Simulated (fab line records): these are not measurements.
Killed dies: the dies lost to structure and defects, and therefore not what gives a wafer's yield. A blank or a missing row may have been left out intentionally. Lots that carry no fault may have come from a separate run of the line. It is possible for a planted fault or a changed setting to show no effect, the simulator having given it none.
The tool behind it: which one? -- flow gf180mcu -- 21 wafers from 7 lots sampled at 2 of the route's 602 steps

== WHAT EACH GAUGE READ, for each wafer ==
GF_NSD_CD_MEAS_07 targets a cd of 400 nm.
lot,measured,on,cd_nm (nm)
L849,day 14 15:12,cd_sem-01,401.1 400.4 402.4
L851,day 15 10:20,cd_sem-01,402.7 402.1 401.1
L853,day 15 20:37,cd_sem-01,399.2 400.0 400.4
L859,day 17 20:16,cd_sem-01,398.7 398.9 399.1
L862,day 18 16:59,cd_sem-01,432.1 433.0 431.1
L867,day 20 16:54,cd_sem-01,401.5 400.5 401.0
L869,day 21 07:38,cd_sem-02,398.0 400.9 398.8

== WHICH TOOL RAN EACH LOT (tool, then ch and the chambers of the sampled wafers, then the start) ==
lot,GF_NSD_DEVELOP_06
L849,"litho_track-04 ch 0, day 14 15:04"
L851,"litho_track-02 ch 0, day 15 10:12"
L853,"litho_track-02 ch 0, day 15 20:29"
L859,"litho_track-02 ch 0, day 17 20:08"
L862,"litho_track-02 ch 0, day 18 16:51"
L867,"litho_track-03 ch 0, day 20 16:46"
L869,"litho_track-03 ch 0, day 21 07:29"
- GF_NSD_DEVELOP_06: develop time 60 s.

== THE ANSWER, worked out from the rows above alone ==
Rule: what is usual is taken from the lots themselves. Put in order of their means at a reading, lots are off if they are a third of the lots or fewer, leave a main group of 4 or more, and stand apart from it by a gap of 3 or more times the standard deviation of the main group's means; of several such gaps the widest counts. The tables above print the reading to a certain number of digits; a main group whose means all agree to those digits is not used. A lot without any number at a reading at which 4 lots or more have one is off too. Where the step has rows for the other lots, those lots are counted as sound.
Off at GF_NSD_CD_MEAS_07 (cd_nm): L862. The main group: mean 400.4 nm, standard deviation 1.1.
A tool fits if, at a process step before that reading, it ran every lot that is off, and no sound lot after the first of them. The gauges at GF_NSD_CD_MEAS_07 are tried like those tools. One candidate fits, namely litho_track-02 at GF_NSD_DEVELOP_06. A fault onset in the window from L859 (day 17 20:08, its last sound lot) to L862 (day 18 16:51, its first lot off) fits.

== WHAT THE SIMULATOR PUT IN ==
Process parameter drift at GF_NSD_DEVELOP_06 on litho_track-02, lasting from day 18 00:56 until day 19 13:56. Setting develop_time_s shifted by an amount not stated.
Struck lots among those shown: L862. Same finding as the rule above.
